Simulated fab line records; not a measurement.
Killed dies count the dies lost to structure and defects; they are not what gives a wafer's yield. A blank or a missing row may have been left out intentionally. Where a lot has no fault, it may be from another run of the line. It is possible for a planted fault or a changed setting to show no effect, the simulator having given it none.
Which tool is to blame? || flow gf180mcu || 21 wafers from 7 lots sampled at 2 of the route's 602 steps

== WHAT THE GAUGES SHOWED, per wafer ==
GF_HV_LDD_OVL_MEAS_32.
{"lot": "L564", "measured": "day 13 05:05", "on": "overlay-02", "HV_LDD_02_OVL (nm)": "-0.7 -0.4 1.2"}
{"lot": "L566", "measured": "day 13 20:41", "on": "overlay-01", "HV_LDD_02_OVL (nm)": "-1.2 -3.5 -0.4"}
{"lot": "L569", "measured": "day 14 21:50", "on": "overlay-01", "HV_LDD_02_OVL (nm)": "-0.6 -1.1 0.1"}
{"lot": "L571", "measured": "day 15 08:14", "on": "overlay-01", "HV_LDD_02_OVL (nm)": "-1.4 -1.3 0.2"}
{"lot": "L573", "measured": "day 16 01:08", "on": "overlay-02", "HV_LDD_02_OVL (nm)": "-0.8 -0.5 1.5"}
{"lot": "L577", "measured": "day 17 19:47", "on": "overlay-01", "HV_LDD_02_OVL (nm)": "-0.4 -0.7 -1.8"}
{"lot": "L580", "measured": "day 18 13:17", "on": "overlay-02", "HV_LDD_02_OVL (nm)": "0.9 1.1 1.0"}

== WHICH TOOL RAN EACH LOT (tool, then ch and the chambers of the sampled wafers, then the start) ==
{"lot": "L564", "GF_HV_LDD_EXPOSE_28": "iline stepper-02 ch 0, day 12 19:06"}
{"lot": "L566", "GF_HV_LDD_EXPOSE_28": "iline stepper-01 ch 0, day 13 10:26"}
{"lot": "L569", "GF_HV_LDD_EXPOSE_28": "iline stepper-02 ch 0, day 14 11:25"}
{"lot": "L571", "GF_HV_LDD_EXPOSE_28": "iline stepper-01 ch 0, day 14 22:47"}
{"lot": "L573", "GF_HV_LDD_EXPOSE_28": "iline stepper-01 ch 0, day 15 14:47"}
{"lot": "L577", "GF_HV_LDD_EXPOSE_28": "iline stepper-01 ch 0, day 17 08:03"}
{"lot": "L580", "GF_HV_LDD_EXPOSE_28": "iline stepper-01 ch 0, day 18 01:32"}
- GF_HV_LDD_EXPOSE_28: exposes mask Nplus HV AREA, target cd 400 nm.

== THE ANSWER, worked out from the rows above alone ==
Rule: the usual values come from the lots themselves. Put in order of their means at a reading, lots are off if they are a third of the lots or fewer, leave a main group of 4 or more, and stand apart from it by a gap of 3 or more times the standard deviation of the main group's means; of several such gaps the widest counts. A main group is skipped when, at the precision printed for the reading in the tables above, its means are all equal. A lot without any number at a reading at which 4 lots or more have one is off too. The other lots that the step has rows for count as sound.
No lot is off on any of the readings shown, so nothing can be concluded from this.

== WHAT WAS PUT IN BY THE SIMULATOR ==
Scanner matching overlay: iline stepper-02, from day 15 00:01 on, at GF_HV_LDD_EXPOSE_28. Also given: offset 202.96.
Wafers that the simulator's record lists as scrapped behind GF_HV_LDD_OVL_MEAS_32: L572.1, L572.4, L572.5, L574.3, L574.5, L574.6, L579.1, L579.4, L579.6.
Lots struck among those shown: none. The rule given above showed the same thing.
